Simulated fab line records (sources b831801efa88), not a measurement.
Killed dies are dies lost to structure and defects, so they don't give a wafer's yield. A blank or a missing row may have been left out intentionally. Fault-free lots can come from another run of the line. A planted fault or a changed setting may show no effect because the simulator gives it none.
Matching of chambers :: flow sky130 :: SKY_CONTACT_ETCH_17 on rie diel-04 has 4 sister chambers
The step etches SiO2 in C4F8/O2/Ar, stops on Si3N4, target depth 340 nm. 4 wafers are shown with their chamber, then 7 later ones without.

== WAFERS, EACH WITH ITS CHAMBER ==
wafer: L579.5
chamber: 3
oes product au (a.u.): 0.876

wafer: L587.4
chamber: 0
oes product au (a.u.): 0.896

wafer: L587.6
chamber: 2
oes product au (a.u.): 0.894

wafer: L590.4
chamber: 1
oes product au (a.u.): 0.887

== WAFERS WITHOUT THEIR CHAMBER ==
wafer: L590.5
oes product au (a.u.): 0.894

wafer: L596.3
oes product au (a.u.): 0.886

wafer: L596.4
oes product au (a.u.): 0.885

wafer: L596.5
oes product au (a.u.): 0.884

wafer: L597.3
oes product au (a.u.): 0.898

wafer: L597.5
oes product au (a.u.): 0.892

wafer: L597.6
oes product au (a.u.): 0.889

== WHICH CHAMBER EACH WENT THROUGH ==
wafer: L590.5
from the rows above: can't be placed: 2 or 0
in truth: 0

wafer: L596.3
from the rows above: 1
in truth: 1

wafer: L596.4
from the rows above: 1
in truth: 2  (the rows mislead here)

wafer: L596.5
from the rows above: 1
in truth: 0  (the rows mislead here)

wafer: L597.3
from the rows above: can't be placed: 0 or 2
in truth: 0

wafer: L597.5
from the rows above: can't be placed: 2 or 0 or 1
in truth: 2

wafer: L597.6
from the rows above: can't be placed: 1 or 2
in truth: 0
Correctly placed: 1 of 7. From these rows, 4 cannot be placed; in 3 the true chamber is one of the candidates. Number placed wrongly: 2.
How it was worked out, from the rows above alone: a wafer's distance from a chamber is the root of the sum, over the readings, of the square of ((its reading less the chamber's mean) divided by the reading's scatter). If the next closest chamber is less than 2 further off than the closest, the wafer can't be placed; otherwise it belongs to the closest. The mean given for a chamber averages the wafers shown for that chamber. The scatter: root of mean squared gap, hidden wafer to nearest shown wafer, with one shown wafer a chamber.
